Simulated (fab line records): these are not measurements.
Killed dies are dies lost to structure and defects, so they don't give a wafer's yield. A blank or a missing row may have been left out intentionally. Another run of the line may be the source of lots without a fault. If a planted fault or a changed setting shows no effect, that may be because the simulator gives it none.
A struck lot beside a sound one + flow sky130 + 15 out of 708 route steps
Sound: these wafers, L723.1, L723.5, L723.6. Struck: wafer L709.4. (L709.2 of the same lot was not struck and is left out.) The cause comes at the end.
Order at every step that has rows: each side's tool, ch and its chambers, its first start. Under that, the readings that differ: sound wafers + struck wafers + difference of the means + sigmas: that difference in standard deviations of wafers without a fault.
alike: readings with means less than 2 such deviations apart, plus words and numbers identical on both sides. not compared: withheld readings, readings lacking a value on some wafer, bounds such as >300 that could conceal the same value, and numbers that have no deviation in the record and whose values overlap.
The two part at a step that has a row with sigmas, a row that says differs or no value, or rows on one side only. Non-overlapping numbers with no deviation appear without sigmas and do not part them. A reading that every wafer of one side lacks parts them only if that side has two wafers or more.

SKY_FIELD_ISO_ETCH_15: etches the open film in CHF3/O2, stops on Si, target depth 180 nm, time 72 s.
  sound on rieDiel-04 ch 0,2,3, day 6 14:37; struck on rieDiel-01 ch 0, day 3 12:37
| reading              | sound             | struck | difference | sigmas |
|----------------------|-------------------|--------|------------|--------|
| throttleValvePct (%) | 8.862 8.858 8.855 | 8.836  | -0.022     | -3     |
  alike: biasW, drypumpMotorCurrentA, oesProductAu
  not compared: rfHoursCounterH
SKY_FIELD_ISO_STRIP_16: strips in O2/N2.
  sound on plasmaAsher-02 ch 0,1, day 6 14:41; struck on plasmaAsher-03 ch 0, day 3 12:41
  alike: drypumpMotorCurrentA, oesProductAu, stripTimeToEndpointS
  not compared: rfHoursCounterH
SKY_FIELD_ISO_ETCH_17: etches Si in HBr/Cl2/O2, target depth 342 nm, time 97.7 s.
  sound on rieSi-02 ch 0,2,3, day 6 14:47; struck on rieSi-02 ch 0, day 3 12:47
  alike: biasW, drypumpMotorCurrentA, oesProductAu, throttleValvePct
  not compared: rfHoursCounterH
then, 5 steps without rows for these wafers: SKY_FIELD_ISO_WET_ETCH_18 (etches Si3N4 in H3PO4, target depth 25 nm, time 286 s); SKY_FIELD_ISO_CLEAN_19 (cleans in SC1/SC2, time 150 s); SKY_FIELD_ISO_CLEAN_20 (cleans in dHF, time 20 s); SKY_FIELD_ISO_WET_ETCH_21 (etches SiO2 in dHF, target depth 20 nm, time 400 s); SKY_FIELD_ISO_OXIDATION_22 (stabilise 600 s, purge 300 s, target thk 10 nm).
SKY_FIELD_ISO_THK_MEAS_23:
  sound: filmMetro-01 at day 6 17:14; struck: filmMetro-01 at day 3 14:32
| reading                         | sound          | struck | difference | sigmas |
|---------------------------------|----------------|--------|------------|--------|
| FIELD_ISO_OXIDATION_01_THK (nm) | 9.60 9.56 9.64 | 10.20  | +0.60      | +2     |
then, 1 step without rows for these wafers: SKY_FIELD_ISO_CVD_24 (deposits SiO2, target thk 595 nm, time 99.2 s).
SKY_FIELD_ISO_THK_MEAS_25:
  sound: filmMetro-01 at day 6 17:22; struck: filmMetro-02 at day 3 14:41
| reading                   | sound       | struck | difference | sigmas |
|---------------------------|-------------|--------|------------|--------|
| FIELD_ISO_CVD_24_THK (nm) | 597 601 593 | 581    | -16        | -3     |
then, 1 step without rows for these wafers: SKY_FIELD_ISO_ANNEAL_26 (time 1800 s).
SKY_FIELD_ISO_CMP_27: polishes, stops on Si3N4, t overpolish 16 s, target thk 457.8 nm.
  sound on cmp-02 ch 1,2,3, day 6 21:35; struck on cmp-02 ch 2, day 3 18:47
| reading             | sound             | struck | difference | sigmas |
|---------------------|-------------------|--------|------------|--------|
| platenRpm (rpm)     | 59.95 59.96 59.94 | 60.04  | +0.09      | +2     |
| timeToEndpointS (s) | 114 110 111       | 61     | -51        | -14    |
  alike: motorCurrentA, overpolishRunS
then, 1 step without rows for these wafers: SKY_FIELD_ISO_WET_ETCH_28 (etches SiO2 in dHF, target depth 23.7 nm, time 47 s).
-- a jump in the record: the struck wafers' starts before and after are 44 days apart (it breaks off in module FIELD_ISO and resumes in module PAD_OPEN, where the first step shown is number 708 of the route) --
SKY_PAD_OPEN_PROBE_99:
  sound: prober-02 at day 50 15:05; struck: prober-01 at day 47 12:44
  alike: killed_at_M0_to_M3, killed_at_M4_up, killedAtContacts, killedAtFrontEnd, killedAtOther, killedDies, killedOpen, killedShort

WHERE THEY PART
Last at SKY_FIELD_ISO_CMP_27 as far as this record goes, first at SKY_FIELD_ISO_ETCH_15. Later steps at which nothing parts them and some readings are alike: SKY_PAD_OPEN_PROBE_99.

WHY: whatever the simulator had introduced
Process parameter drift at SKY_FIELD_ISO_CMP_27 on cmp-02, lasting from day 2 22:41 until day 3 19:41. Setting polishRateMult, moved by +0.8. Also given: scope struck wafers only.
